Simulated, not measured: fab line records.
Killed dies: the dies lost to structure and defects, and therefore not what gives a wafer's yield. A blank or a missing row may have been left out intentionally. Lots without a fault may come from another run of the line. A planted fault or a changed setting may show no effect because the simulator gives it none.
Matching of chambers	flow gf180mcu	GF_V3_CMP_26 on cmp-02: 4 sister chambers
The step polishes, stops on SiO2, t overpolish 15 s, target thk 0 nm. 14 wafers are shown with their chamber, then 7 later ones without.

WAFERS PAIRED WITH THEIR CHAMBERS
wafer	chamber	motorCurrentA (A)	timeToEndpointS (s)	overpolishRunS (s)
L126.1	3	13.9	83	15.005
L126.3	0	13.7	88	14.983
L126.4	1	11.4	94	15.007
L127.3	1	11.4	94	15.010
L127.5	0	14.3	88	14.993
L127.6	3	13.7	81	14.991
L131.2	0	14.4	91	14.998
L131.4	3	13.1	82	15.002
L131.5	1	11.8	88	15.013
L136.3	3	13.6	84	15.010
L136.4	2	10.7	85	14.996
L136.6	2	11.3	86	14.991
L141.1	0	14.4	94	15.005
L141.2	3	13.8	81	15.017

SIGNATURES (means of the wafers above)
reading	chamber 0	chamber 1	chamber 2	chamber 3	scatter within a chamber
motorCurrentA	14.200	11.533	11.000	13.620	0.319
timeToEndpointS	90.25	92.00	85.50	82.20	2.37
overpolishRunS	14.99475	15.01000	14.99350	15.00500	0.00813
Rule: a wafer's distance from a chamber is the root of the sum, over the readings, of the square of ((its reading less the chamber's mean) divided by the reading's scatter). If the next closest chamber is less than 2 further off than the closest, the wafer can't be placed; otherwise it belongs to the closest. The scatter: the root of (the sum of the squares of (reading less its chamber's mean) over the shown wafers, divided by (wafers less chambers)).

WAFERS MISSING THEIR CHAMBER
wafer	motorCurrentA (A)	timeToEndpointS (s)	overpolishRunS (s)
L141.4	10.9	83	15.005
L143.3	14.3	90	14.985
L143.4	13.9	82	14.997
L143.5	10.7	84	14.996
L144.1	11.6	93	15.012
L144.5	11.6	94	14.998
L144.6	14.3	89	15.004

THE CHAMBER EACH PASSED THROUGH
wafer	from the rows above	in truth
L141.4	2	2
L143.3	0	0
L143.4	3	3
L143.5	2	2
L144.1	1	1
L144.5	1	1
L144.6	0	0
7 of 7 placed correctly. Can't be placed from these rows: 0. Number placed wrongly: 0.
